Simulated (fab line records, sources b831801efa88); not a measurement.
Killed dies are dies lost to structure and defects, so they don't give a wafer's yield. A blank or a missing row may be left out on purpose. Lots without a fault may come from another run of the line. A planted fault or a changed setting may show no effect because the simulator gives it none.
Which tool did it? | flow sky130 | 13 lots, 39 wafers sampled, at 4 steps of a route of 708

WHAT THE GAUGES READ, wafer by wafer
SKY_LDD_HVN_TW_MEAS_10. Usual: LDD_HVN_TW 1437, standard deviation 9.8.
lot  | measured     | on            | LDD_HVN_TW     | flag
L162 | day 20 15:49 | film_metro-03 | 1435 1438 1454 |
L163 | day 20 16:07 | film_metro-04 | 1434 1430 1431 |
L164 | day 21 05:42 | film_metro-03 | 1456 1454 1450 |
L165 | day 22 04:19 | film_metro-04 | 1444 1433 1428 |
L167 | day 22 12:37 | film_metro-04 | 1434 1435 1435 |
L166 | day 22 13:27 | film_metro-02 | 1421 1425 1418 |
L168 | day 22 14:17 | film_metro-04 | 1440 1443 1435 |
L169 | day 23 22:16 | film_metro-03 | 1444 1453 1447 |
L171 | day 24 08:18 | film_metro-03 | 1462 1453 1447 |
L170 | day 24 08:36 | film_metro-04 | 1441 1444 1434 |
L180 | day 26 23:31 | film_metro-02 | 1427 1430 1429 |
L181 | day 27 13:04 | film_metro-04 | 1434 1434 1439 |
L185 | day 28 13:48 | film_metro-04 | 1427 1433 1425 |

SKY_LDD_LDN_OVL_MEAS_07. Usual: LDD_LDN_OVL -0.4 nm, standard deviation 1.4.
lot  | measured     | on         | LDD_LDN_OVL (nm) | flag
L162 | day 23 05:22 | overlay-02 | -1.0 0.6 1.0     |
L163 | day 23 06:16 | overlay-02 | 0.4 0.0 -1.6     |
L164 | day 23 19:26 | overlay-01 | 0.0 2.6 -0.4     |
L165 | day 24 17:02 | overlay-01 | -1.5 -0.3 -0.4   |
L167 | day 25 01:32 | overlay-02 | 0.0 0.8 -1.6     |
L166 | day 25 02:47 | overlay-01 | -1.6 0.1 -0.9    |
L168 | day 25 03:06 | overlay-01 | -2.4 1.7 -0.2    |
L169 | day 26 10:52 | overlay-02 | 0.3 -0.9 -0.5    |
L171 | day 26 19:52 | overlay-01 | 0.2 -1.6 -0.7    |
L170 | day 26 20:08 | overlay-02 | 0.8 0.8 1.5      |
L180 | day 29 08:01 | overlay-01 | -3.5 -1.2 -1.9   |
L181 | day 29 22:41 | overlay-02 | -1.8 0.6 -0.2    |
L185 | day 30 21:55 | overlay-02 | -2.2 -1.4 -2.8   |

SKY_SD_P_CD_MEAS_07: target cd 380 nm. Usual: cd_nm 379.9 nm, standard deviation 2.5.
lot  | measured     | on        | cd_nm (nm)        | flag
L162 | day 25 21:34 | cd_sem-01 | 384.5 384.4 382.4 |
L163 | day 25 22:46 | cd_sem-02 | 378.3 378.7 379.0 |
L164 | day 26 10:11 | cd_sem-02 | 377.0 377.2 374.5 |
L165 | day 27 06:50 | cd_sem-02 | 380.4 380.7 379.4 |
L167 | day 27 15:32 | cd_sem-02 | 380.1 376.0 379.4 |
L166 | day 27 16:49 | cd_sem-01 | 382.3 379.3 381.6 |
L168 | day 27 17:05 | cd_sem-02 | 376.6 378.7 377.5 |
L169 | day 28 22:32 | cd_sem-01 | 380.3 382.6 382.7 |
L171 | day 29 06:17 | cd_sem-01 | 377.0 380.0 376.6 |
L170 | day 29 09:11 | cd_sem-01 | 383.9 382.0 381.5 |
L180 | day 31 19:08 | cd_sem-02 | 380.9 381.6 380.2 |
L181 | day 32 07:50 | cd_sem-02 | 382.2 381.7 384.4 |
L185 | day 33 07:47 | cd_sem-01 | 378.5 379.0 379.1 |

WHICH TOOL RAN EACH LOT (tool, then ch and the chambers of the sampled wafers, then the start)
lot  | SKY_POLY_CUT_ETCH_11
L162 | rie_diel-03 ch 0,2,3, day 24 14:49
L163 | rie_diel-03 ch 0,1,2, day 24 16:56
L164 | rie_diel-01 ch 0,2, day 25 04:08
L165 | rie_diel-01 ch 0,1,2, day 26 01:11
L167 | rie_diel-01 ch 0,3, day 26 10:44
L166 | rie_diel-01 ch 0,2,3, day 26 11:49
L168 | rie_diel-03 ch 0,1,2, day 26 12:05
L169 | rie_diel-01 ch 1,2, day 27 18:59
L171 | rie_diel-01 ch 1,3, day 28 03:17
L170 | rie_diel-01 ch 0,2,3, day 28 05:23
L180 | rie_diel-01 ch 1,2,3, day 30 14:29
L181 | rie_diel-03 ch 1,2, day 31 04:58
L185 | rie_diel-04 ch 0,2,3, day 32 05:17
- SKY_POLY_CUT_ETCH_11: etches Si3N4 in CF4/CH2F2/Ar, stops on poly-Si, time 42.5 s, target depth 60 nm.

WHAT THE TOOLS THEMSELVES READ (means of the sampled wafers that have a number; where no wafer has one, the mark that the record gives instead)
SKY_POLY_CUT_ETCH_11. Usual: drypump_motor_current_A 5.7 A, standard deviation 0.64; oes_product_au 0.830 a.u., standard deviation 0.0057; rf_fwd_power_W 593.1 W, standard deviation 2.5; run_length_s 71.0 s, standard deviation 0.34; throttle_valve_pct 14.994 %, standard deviation 0.009.
lot  | tool        | drypump_motor_current_A (A) | oes_product_au (a.u.) | rf_fwd_power_W (W) | run_length_s (s) | throttle_valve_pct (%) | flag
L162 | rie_diel-03 | 6.1                         | 0.832                 | 590.8              | 71.0             | 14.998                 |
L163 | rie_diel-03 | 5.7                         | 0.831                 | 592.8              | 70.9             | 14.989                 |
L164 | rie_diel-01 | 6.1                         | 0.840                 | 592.4              | 71.4             | 14.997                 |
L165 | rie_diel-01 | 6.1                         | 0.827                 | 593.4              | 71.1             | 14.994                 |
L167 | rie_diel-01 | 5.4                         | 0.827                 | 593.7              | 71.0             | 15.001                 |
L166 | rie_diel-01 | 5.6                         | 0.824                 | 594.9              | 71.1             | 15.004                 |
L168 | rie_diel-03 | 5.7                         | 0.831                 | 592.4              | 71.0             | 14.997                 |
L169 | rie_diel-01 | 6.0                         | 0.833                 | 594.5              | 70.9             | 14.991                 |
L171 | rie_diel-01 | 5.8                         | 0.825                 | 592.6              | 71.0             | 15.002                 |
L170 | rie_diel-01 | 5.6                         | 0.831                 | 595.0              | 70.8             | 14.994                 |
L180 | rie_diel-01 | 5.5                         | 0.794                 | 592.9              | 75.0             | 14.994                 | OFF
L181 | rie_diel-03 | 5.8                         | 0.830                 | 595.6              | 71.0             | 14.996                 |
L185 | rie_diel-04 | 5.3                         | 0.823                 | 594.0              | 70.6             | 14.992                 |

THE ANSWER, worked out from the rows above alone
Rule: a lot is off if the mean of its wafers that have a number lies more than 3 standard deviations from the usual mean. A lot without any number at a reading at which 4 lots or more have one is off too. The other lots that the step has rows for count as sound. The gauges are gone through in route order, then the tools' own readings, and for those a lot's mean is taken as printed above. The first step at which some lot is off is used, and at that step the reading that is off furthest; a lot without a number counts as furthest.
Off: L180, at SKY_POLY_CUT_ETCH_11 (run_length_s).
A tool fits if, at that step or a process step before it, it ran every lot that is off, and no sound lot after the first of them. One fits: rie_diel-01 at SKY_POLY_CUT_ETCH_11. Its last sound lot is L170 (day 28 05:23), its first lot that is off L180 (day 30 14:29): a fault that began between those two fits.
The tool's own readings at SKY_POLY_CUT_ETCH_11 bear it out: on the lots that are off they differ by more than 5 times the standard deviation of the sound lots' means. oes_product_au reads 0.794 a.u. there against 0.829 a.u. on the sound lots; run_length_s reads 75.0 s there against 71.0 s on the sound lots.

WHAT THE SIMULATOR HAD PUT IN
Process parameter drift: rie_diel-01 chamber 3, from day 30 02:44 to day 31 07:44, at SKY_POLY_CUT_ETCH_11. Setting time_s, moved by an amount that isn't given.
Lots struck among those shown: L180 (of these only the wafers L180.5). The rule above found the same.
